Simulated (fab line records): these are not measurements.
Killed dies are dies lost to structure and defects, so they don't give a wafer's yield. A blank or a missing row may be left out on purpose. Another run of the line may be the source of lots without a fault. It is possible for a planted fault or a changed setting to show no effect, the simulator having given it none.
Comparing a struck lot with a sound one -- flow sky130 -- 15 out of 708 route steps
Sound: the wafers L707.1, L707.2, L707.4. Struck: wafers L725.2, L725.4, L725.5. At the end, the cause is stated.
Order at every step that has rows: each side's tool, ch and its chambers, its first start. Under that, the readings that differ: sound wafers -- struck wafers -- difference of the means -- sigmas: that difference in standard deviations of wafers without a fault.
alike: readings whose means differ by less than 2 such deviations, and words and numbers that are the same on both sides. not compared: withheld readings, readings that some wafer has no value for, bounds like >300 that may hide the same value, and numbers for which the record gives no deviation and whose values overlap.
Wherever a step has rows on one side only, a row that says differs or no value, or a row with sigmas, the two part there. Numbers that have no deviation but don't overlap get no sigmas and don't part them. A reading that every wafer of one side lacks parts them only if that side has two wafers or more.

first, 5 steps without rows for these wafers: SKY_SONOS_TUNNEL_COAT_02 (resist thk 1140 nm); SKY_SONOS_TUNNEL_SOFTBAKE_03 (time 60 s); SKY_SONOS_TUNNEL_EXPOSE_04 (exposes mask TUNM, target cd 410 nm); SKY_SONOS_TUNNEL_PEB_05; SKY_SONOS_TUNNEL_DEVELOP_06 (develop time 60 s).
SKY_SONOS_TUNNEL_CD_MEAS_07: target cd 410 nm.
  sound on cdSem-01 at day 12 03:09; struck on cdSem-01 at day 18 04:18
  alike: cdNm
SKY_SONOS_TUNNEL_OVL_MEAS_08:
  sound on overlay-01 at day 12 03:16; struck on overlay-02 at day 18 04:24
reading,sound,struck,difference,sigmas
SONOS_TUNNEL_OVL (nm),-1.5 0.2 -0.6,2.1 2.6 1.7,+2.8,+2
then, 3 steps without rows for these wafers: SKY_SONOS_TUNNEL_IMPLANT_09; SKY_SONOS_TUNNEL_WET_ETCH_10 (etches SiO2 in dHF, target depth 14 nm, time 280 s); SKY_SONOS_TUNNEL_STRIP_11 (strips in SPM, time 600 s).
SKY_SONOS_TUNNEL_TW_MEAS_12:
  sound on filmMetro-01 at day 12 03:43; struck on filmMetro-01 at day 18 04:51
  alike: SONOS_TUNNEL_TW
then, 1 step without rows for these wafers: SKY_SONOS_TUNNEL_CLEAN_13 (cleans in dHF, time 20 s).
SKY_SONOS_ONO_OXIDATION_00: stabilise 600 s, purge 300 s, target thk 2.6 nm.
  sound on furnace-01 ch 0, day 12 04:38; struck on furnace-02 ch 0, day 18 05:12
reading,sound,struck,difference,sigmas
spikeTcBottomC (C),816.0 816.2 817.0,830.7 828.2 832.7,+14.1,+5
spikeTcCentreC (C),801.6 802.2 800.7,811.6 814.5 812.4,+11.3,+10
spikeTcLowerC (C),799.9 797.1 798.6,809.7 809.5 809.3,+11.0,+7
spikeTcUpperC (C),800.7 798.9 798.9,810.7 812.4 809.7,+11.4,+10
model.SiO2_of_SONOS_ONO_OXIDATION_00.thkNm (nm),2.607 2.564 2.569,2.952 2.962 2.99,+0.388,
  alike: spikeTcTopC, tube_center_temp_C_max
SKY_SONOS_ONO_THK_MEAS_01:
  sound on filmMetro-01 at day 12 05:59; struck on filmMetro-02 at day 18 06:47
reading,sound,struck,difference,sigmas
SONOS_ONO_OXIDATION_THK (nm),2.62 2.58 2.50,2.95 2.96 3.02,+0.41,+8
  not compared: hold
-- here the record skips 32 days between the struck wafers' starts before and after, leaving off in module SONOS_ONO and picking up in module PAD_OPEN (first step shown: number 708 of the route) --
SKY_PAD_OPEN_PROBE_99:
  sound on prober-02 at day 46 05:43; struck on prober-01 at day 50 09:43
reading,sound,struck,difference,sigmas
model.etest.capOno.gateBvV (V),16.61 16.38 16.49,16.74 16.64 16.77,+0.22,
model.etest.sonosErased.vtV (V),-2.173 -2.314 -2.335,-1.951 -1.967 -1.885,+0.340,
model.etest.capOno.toxAccNm (nm),13.07 12.91 12.86,13.11 13.14 13.24,+0.22,
model.etest.sonosBaked.vtLessV (V),-0.4297 -0.5085 -0.5436,-0.4116 -0.341 -0.407,+0.1074,
  alike: killed_at_M0_to_M3, killed_at_M4_up, killedAtContacts, killedAtFrontEnd, killedDies, killedOpen, killedShort
  not compared: model.etest.sonosErased.driveUaUm, model.etest.capOno.gateLog10ACm2, model.etest.sonosProgrammed.vtV

== WHERE THEY PART ==
First at SKY_SONOS_TUNNEL_OVL_MEAS_08; last, within this record, at SKY_SONOS_ONO_THK_MEAS_01. Later steps at which nothing parts them and some readings are alike: SKY_PAD_OPEN_PROBE_99.

WHY: the cause the simulator had injected
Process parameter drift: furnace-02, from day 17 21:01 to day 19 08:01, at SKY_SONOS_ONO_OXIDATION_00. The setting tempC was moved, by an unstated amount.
